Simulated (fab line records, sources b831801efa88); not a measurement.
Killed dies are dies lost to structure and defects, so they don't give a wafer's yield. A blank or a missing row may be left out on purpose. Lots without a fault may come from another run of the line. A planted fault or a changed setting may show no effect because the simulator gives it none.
Which tool did it? | flow gf180mcu | 6 lots, 18 wafers sampled, at 3 steps of a route of 602

WHAT THE GAUGES READ, wafer by wafer
GF_V5_OVL_MEAS_15.
lot  | measured     | on         | V5_OVL (nm)
L762 | day 27 19:20 | overlay-01 | -1 2 -3
L766 | day 28 23:53 | overlay-02 | -3 3 -1
L769 | day 30 01:20 | overlay-02 | 1 8 3
L777 | day 32 10:08 | overlay-01 | 2 -2 7
L780 | day 32 21:46 | overlay-02 | -9 0 0
L783 | day 33 17:11 | overlay-01 | -10 -10 -8

WHICH TOOL RAN EACH LOT (tool, then ch and the chambers of the sampled wafers, then the start)
lot  | GF_MIM_SPUTTER_01            | GF_V5_CVD_00
L762 | pvd_sputter-02, day 25 03:09 | hdpcvd-01 ch 0,1,2, day 26 22:47
L766 | pvd_sputter-04, day 26 09:44 | hdpcvd-02 ch 0,1,2, day 28 03:26
L769 | pvd_sputter-04, day 27 14:04 | hdpcvd-02 ch 0,1,2, day 29 06:17
L777 | pvd_sputter-03, day 30 02:01 | hdpcvd-01 ch 0,1,2, day 31 15:47
L780 | pvd_sputter-03, day 30 17:06 | hdpcvd-01 ch 1,2, day 32 04:50
L783 | pvd_sputter-04, day 31 13:58 | hdpcvd-01 ch 0,2, day 33 00:50
- GF_MIM_SPUTTER_01: material TiN, target thk 30 nm, time 25 s.
- GF_V5_CVD_00: deposits SiO2, target thk 300 nm, time 50 s.

THE ANSWER, worked out from the rows above alone
Rule: what is usual is taken from the lots themselves. Put in order of their means at a reading, lots are off if they are a third of the lots or fewer, leave a main group of 4 or more, and stand apart from it by a gap of 3 or more times the standard deviation of the main group's means; of several such gaps the widest counts. A main group whose means are all the same, to the digits that the tables above print for the reading, isn't used. A lot without any number at a reading at which 4 lots or more have one is off too. The other lots that the step has rows for count as sound.
No lot is off at any reading shown: from this, nothing can be told.

WHAT THE SIMULATOR HAD PUT IN
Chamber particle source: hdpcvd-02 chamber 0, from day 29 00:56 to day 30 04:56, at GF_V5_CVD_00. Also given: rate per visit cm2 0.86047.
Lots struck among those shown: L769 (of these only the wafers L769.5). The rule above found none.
